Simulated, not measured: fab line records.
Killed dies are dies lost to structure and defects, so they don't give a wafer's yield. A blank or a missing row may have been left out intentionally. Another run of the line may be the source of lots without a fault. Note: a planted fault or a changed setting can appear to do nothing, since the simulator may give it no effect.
Code-filled problem report in 8D (eight disciplines) form :: flow sfqLine :: the parts of the form that need people (team, actions taken, sign-off) are left out

## 1. PROBLEM STATEMENT
heaterPowerTotalW at SFQ_TRILAYER_L0_VIA_LITHO_PEB_016 reads a mean of 79.85 W on 6 wafers of 2 lots; wafers without a fault read 79.15 W with a standard deviation of 0.074. That puts it +9.5 standard deviations away from the usual mean.
The step: peb time 60 s.
Earliest sighting: wafer L650.3 on lithoTrack-01 at day 12 12:02. At this step, 18 wafers from 6 lots have a number in the record. Rule for "out" (also "out of limits"): further than 4 standard deviations from the usual mean. Any other wafer with a number is counted as sound.

## 2. WHAT IT IS; WHAT IT IS NOT
question: which readings at this step
is: heaterPowerTotalW, plateTempC
is not: -

question: which lots
is: L650, L651
is not: L636, L654, L658, L659

question: which wafers of those lots
is: all that have a number
is not: -

question: read on which tools
is: lithoTrack-01
is not: lithoTrack-03

question: when
is: from day 12 12:02
is not: up to then (3 sound wafers); but 9 sound wafers of L654, L658, L659 came after

## 3. THE SUSPECTS, EACH WITH WHAT RULES IT OUT
Counting: any tool at a process step up to the reading is kept as a suspect provided that every lot that is out went through it and no sound lot did after the first of them.
- rieMetal-02 at SFQ_TRILAYER_L0_BARC_OPEN_METAL_ETCH_010 (etches BARC in O2, target depth 125 nm, time 41.7 s): kept. It ran every lot that is out, first L650 (day 8 02:34), and no sound lot after that; its last sound lot up to then is L636 (day 4 14:17).
- rieMetal-02 at SFQ_TRILAYER_L0_ETCH_METAL_ETCH_008 (etches MoNx KI in SF6/O2, stops on SiO2, target depth 50 nm, time 25 s): kept. It ran every lot that is out, first L650 (day 8 02:38), and no sound lot after that; its last sound lot up to then is L636 (day 4 14:20).
- rieMetal-02 at SFQ_TRILAYER_L0_STRIP_STRIP_009 (strips in O2): kept. It ran every lot that is out, first L650 (day 8 02:52), and no sound lot after that; its last sound lot up to then is L636 (day 4 14:34).
- pecvd-01 at SFQ_TRILAYER_L0_CAP_PECVD_011 (deposits SiO2 from SiH4/N2O, time 13.333 s, target thk 60 nm): ruled out as a lasting fault. The sound lots L658 went through it after L650, its earliest lot that is out (day 8 03:27).
- lithoTrack-01 at SFQ_TRILAYER_L0_VIA_LITHO_PEB_016 (peb time 60 s): ruled out as a lasting fault. The sound lots L658, L659 went through it after L650, its earliest lot that is out (day 12 12:02).
The count leaves rieMetal-02 at SFQ_TRILAYER_L0_BARC_OPEN_METAL_ETCH_010, rieMetal-02 at SFQ_TRILAYER_L0_ETCH_METAL_ETCH_008, and rieMetal-02 at SFQ_TRILAYER_L0_STRIP_STRIP_009.

## 4. THE CAUSE (what the simulator had put in)
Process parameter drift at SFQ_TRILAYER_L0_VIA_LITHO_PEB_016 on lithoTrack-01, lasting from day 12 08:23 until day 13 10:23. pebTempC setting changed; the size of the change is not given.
Counting ruled it out, wrongly.

## 5. SEQUENCE OF EFFECTS, ordered by route
Rows list readings where the struck wafers' mean (over those with a number) sits beyond 3 standard deviations from the usual. Scope: only readings with a usual standard deviation given in the record; hours: median across lots of the time from each lot's start at the first step in this table that gives one to its start at this step; sigmas: change in usual standard deviations.
hours: 0
step: SFQ_TRILAYER_L0_VIA_LITHO_PEB_016
reading: heaterPowerTotalW
usual: 79.15 W
on struck wafers: 79.85
change: +0.70
sigmas: +9.5

hours: 0
step: SFQ_TRILAYER_L0_VIA_LITHO_PEB_016
reading: plateTempC
usual: 115.00 C
on struck wafers: 115.86
change: +0.86
sigmas: +6.6
It contains these process steps:
- SFQ_TRILAYER_L0_VIA_LITHO_PEB_016: peb time 60 s.
Later measuring or inspecting steps at which every struck wafer that the step has a row for has a number for every such reading, and none has moved that far: SFQ_L0V_OVL_MEAS_903.

## 6. WHAT WOULD HAVE CAUGHT IT SOONER
In this record the first reading out of limits was taken at day 12 12:02, 4 hours after the fault began at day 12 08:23.
